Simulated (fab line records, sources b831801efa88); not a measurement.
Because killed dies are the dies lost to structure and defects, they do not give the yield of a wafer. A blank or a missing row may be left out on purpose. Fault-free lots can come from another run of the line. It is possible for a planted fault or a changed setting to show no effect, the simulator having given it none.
Commonality check across tools || flow sky130 || Lots sampled 12, wafers sampled 36

REASON IT WAS OPENED
SKY_VT_ADJUST_NCORE_TW_MEAS_11, reading VT_ADJUST_NCORE_TW: flagged on 2 of 12 lots. Fault-free wafers read 218.0, with a standard deviation of 1.3.
Rule: a lot gets a flag if all its wafers with a number sit over 4 standard deviations from that mean, or if no wafer of it has a number. All remaining lots are regarded as sound.

{"lot": "L528", "measured": "day 9 00:26", "on": "film metro-01", "VT_ADJUST_NCORE_TW, wafer by wafer": "216.5 216.6 216.5", "flag": ""}
{"lot": "L529", "measured": "day 9 05:01", "on": "film metro-03", "VT_ADJUST_NCORE_TW, wafer by wafer": "216.3 218.3 217.3", "flag": ""}
{"lot": "L531", "measured": "day 10 00:14", "on": "film metro-01", "VT_ADJUST_NCORE_TW, wafer by wafer": "217.5 218.3 217.8", "flag": ""}
{"lot": "L533", "measured": "day 10 11:02", "on": "film metro-03", "VT_ADJUST_NCORE_TW, wafer by wafer": "215.7 216.8 216.2", "flag": ""}
{"lot": "L534", "measured": "day 10 17:50", "on": "film metro-04", "VT_ADJUST_NCORE_TW, wafer by wafer": "220.4 220.4 220.5", "flag": ""}
{"lot": "L535", "measured": "day 10 23:20", "on": "film metro-03", "VT_ADJUST_NCORE_TW, wafer by wafer": "217.8 216.6 216.6", "flag": ""}
{"lot": "L536", "measured": "day 11 10:28", "on": "film metro-03", "VT_ADJUST_NCORE_TW, wafer by wafer": "217.8 217.5 216.6", "flag": ""}
{"lot": "L537", "measured": "day 11 16:43", "on": "film metro-03", "VT_ADJUST_NCORE_TW, wafer by wafer": "218.1 217.9 217.9", "flag": ""}
{"lot": "L544", "measured": "day 13 17:32", "on": "film metro-01", "VT_ADJUST_NCORE_TW, wafer by wafer": "250.7 249.3 249.6", "flag": "FLAGGED"}
{"lot": "L546", "measured": "day 14 04:01", "on": "film metro-03", "VT_ADJUST_NCORE_TW, wafer by wafer": "217.9 217.2 216.7", "flag": ""}
{"lot": "L547", "measured": "day 14 09:10", "on": "film metro-03", "VT_ADJUST_NCORE_TW, wafer by wafer": "248.5 248.4 248.8", "flag": "FLAGGED"}
{"lot": "L548", "measured": "day 14 17:14", "on": "film metro-03", "VT_ADJUST_NCORE_TW, wafer by wafer": "214.9 216.1 217.3", "flag": ""}
Average over the flagged lots: 249.2; offset from the usual +31.2, equal to +24 standard deviations.

EACH LOT AND THE TOOL IT RAN ON
2 process steps preceding the reading are held in the record, out of 708 steps in the route. Read each cell as the tool, then ch plus the chambers that the sampled wafers visited, then the start.
{"lot": "L528", "flag": "", "SKY_VT_ADJUST_HVTP_STRIP_10": "plasma asher-01 ch 0,1, day 6 13:35", "SKY_VT_ADJUST_NCORE_IMPLANT_09": "implanter-01 ch 0, day 9 00:11"}
{"lot": "L529", "flag": "", "SKY_VT_ADJUST_HVTP_STRIP_10": "plasma asher-01 ch 0,1, day 6 18:26", "SKY_VT_ADJUST_NCORE_IMPLANT_09": "implanter-04 ch 0, day 9 04:47"}
{"lot": "L531", "flag": "", "SKY_VT_ADJUST_HVTP_STRIP_10": "plasma asher-01 ch 0,1, day 7 10:41", "SKY_VT_ADJUST_NCORE_IMPLANT_09": "implanter-04 ch 0, day 9 23:59"}
{"lot": "L533", "flag": "", "SKY_VT_ADJUST_HVTP_STRIP_10": "plasma asher-03 ch 0,1, day 7 21:59", "SKY_VT_ADJUST_NCORE_IMPLANT_09": "implanter-03 ch 0, day 10 10:48"}
{"lot": "L534", "flag": "", "SKY_VT_ADJUST_HVTP_STRIP_10": "plasma asher-04 ch 0,1, day 8 04:36", "SKY_VT_ADJUST_NCORE_IMPLANT_09": "implanter-03 ch 0, day 10 17:38"}
{"lot": "L535", "flag": "", "SKY_VT_ADJUST_HVTP_STRIP_10": "plasma asher-04 ch 0,1, day 8 09:01", "SKY_VT_ADJUST_NCORE_IMPLANT_09": "implanter-04 ch 0, day 10 23:06"}
{"lot": "L536", "flag": "", "SKY_VT_ADJUST_HVTP_STRIP_10": "plasma asher-01 ch 0,1, day 8 17:41", "SKY_VT_ADJUST_NCORE_IMPLANT_09": "implanter-04 ch 0, day 11 10:13"}
{"lot": "L537", "flag": "", "SKY_VT_ADJUST_HVTP_STRIP_10": "plasma asher-01 ch 0,1, day 8 23:44", "SKY_VT_ADJUST_NCORE_IMPLANT_09": "implanter-01 ch 0, day 11 16:28"}
{"lot": "L544", "flag": "FLAGGED", "SKY_VT_ADJUST_HVTP_STRIP_10": "plasma asher-04 ch 0,1, day 10 20:44", "SKY_VT_ADJUST_NCORE_IMPLANT_09": "implanter-03 ch 0, day 13 17:17"}
{"lot": "L546", "flag": "", "SKY_VT_ADJUST_HVTP_STRIP_10": "plasma asher-03 ch 0,1, day 11 03:50", "SKY_VT_ADJUST_NCORE_IMPLANT_09": "implanter-01 ch 0, day 14 03:46"}
{"lot": "L547", "flag": "FLAGGED", "SKY_VT_ADJUST_HVTP_STRIP_10": "plasma asher-04 ch 0,1, day 11 08:53", "SKY_VT_ADJUST_NCORE_IMPLANT_09": "implanter-03 ch 0, day 14 08:55"}
{"lot": "L548", "flag": "", "SKY_VT_ADJUST_HVTP_STRIP_10": "plasma asher-04 ch 0,1, day 11 15:17", "SKY_VT_ADJUST_NCORE_IMPLANT_09": "implanter-01 ch 0, day 14 17:00"}
These steps, and what they do:
- SKY_VT_ADJUST_HVTP_STRIP_10: strips in O2/N2.
- SKY_VT_ADJUST_NCORE_IMPLANT_09
- SKY_VT_ADJUST_NCORE_TW_MEAS_11

FLAGGED AGAINST TOTAL, ONE TOOL AT A TIME (gauges that did the reading follow at the end)
{"step": "SKY_VT_ADJUST_HVTP_STRIP_10", "tool": "plasma asher-01", "lots run": 5, "flagged": 0, "share of the flagged lots": "none", "sound lots run after its first flagged lot": "-"}
{"step": "SKY_VT_ADJUST_HVTP_STRIP_10", "tool": "plasma asher-03", "lots run": 2, "flagged": 0, "share of the flagged lots": "none", "sound lots run after its first flagged lot": "-"}
{"step": "SKY_VT_ADJUST_HVTP_STRIP_10", "tool": "plasma asher-04", "lots run": 5, "flagged": 2, "share of the flagged lots": "all", "sound lots run after its first flagged lot": "1 (L548)"}
{"step": "SKY_VT_ADJUST_NCORE_IMPLANT_09", "tool": "implanter-01", "lots run": 4, "flagged": 0, "share of the flagged lots": "none", "sound lots run after its first flagged lot": "-"}
{"step": "SKY_VT_ADJUST_NCORE_IMPLANT_09", "tool": "implanter-03", "lots run": 4, "flagged": 2, "share of the flagged lots": "all", "sound lots run after its first flagged lot": 0}
{"step": "SKY_VT_ADJUST_NCORE_IMPLANT_09", "tool": "implanter-04", "lots run": 4, "flagged": 0, "share of the flagged lots": "none", "sound lots run after its first flagged lot": "-"}
{"step": "SKY_VT_ADJUST_NCORE_TW_MEAS_11", "tool": "film metro-01", "lots run": 3, "flagged": 1, "share of the flagged lots": "some", "sound lots run after its first flagged lot": 0}
{"step": "SKY_VT_ADJUST_NCORE_TW_MEAS_11", "tool": "film metro-03", "lots run": 8, "flagged": 1, "share of the flagged lots": "some", "sound lots run after its first flagged lot": "1 (L548)"}
{"step": "SKY_VT_ADJUST_NCORE_TW_MEAS_11", "tool": "film metro-04", "lots run": 1, "flagged": 0, "share of the flagged lots": "none", "sound lots run after its first flagged lot": "-"}

THE TABLE: WHAT IT ALLOWS
In 2 table rows, all flagged lots were run: plasma asher-04 (SKY_VT_ADJUST_HVTP_STRIP_10), implanter-03 (SKY_VT_ADJUST_NCORE_IMPLANT_09).
- plasma asher-04 at SKY_VT_ADJUST_HVTP_STRIP_10 ran 5 lots, 2 of them flagged. Sound lots ran on it after the first flagged one (L548), which a lasting fault on the whole tool wouldn't allow.
- implanter-03 at SKY_VT_ADJUST_NCORE_IMPLANT_09 ran 4 lots, 2 of them flagged. It ran its last sound lot, L534, at day 10 17:38 and its first flagged lot, L544, at day 13 17:17: a fault with its onset between the two fits. Its own readings lie more than 4 standard deviations out on every wafer of the flagged lots: dose ions cm2, faraday current uA.
implanter-03 at SKY_VT_ADJUST_NCORE_IMPLANT_09 is the single tool remaining.

WHAT THE SIMULATOR PUT IN
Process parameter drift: implanter-03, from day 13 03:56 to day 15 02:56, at SKY_VT_ADJUST_NCORE_IMPLANT_09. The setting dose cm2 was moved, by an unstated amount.
Shown lots that were struck: L544, L547. The rule above found the same.
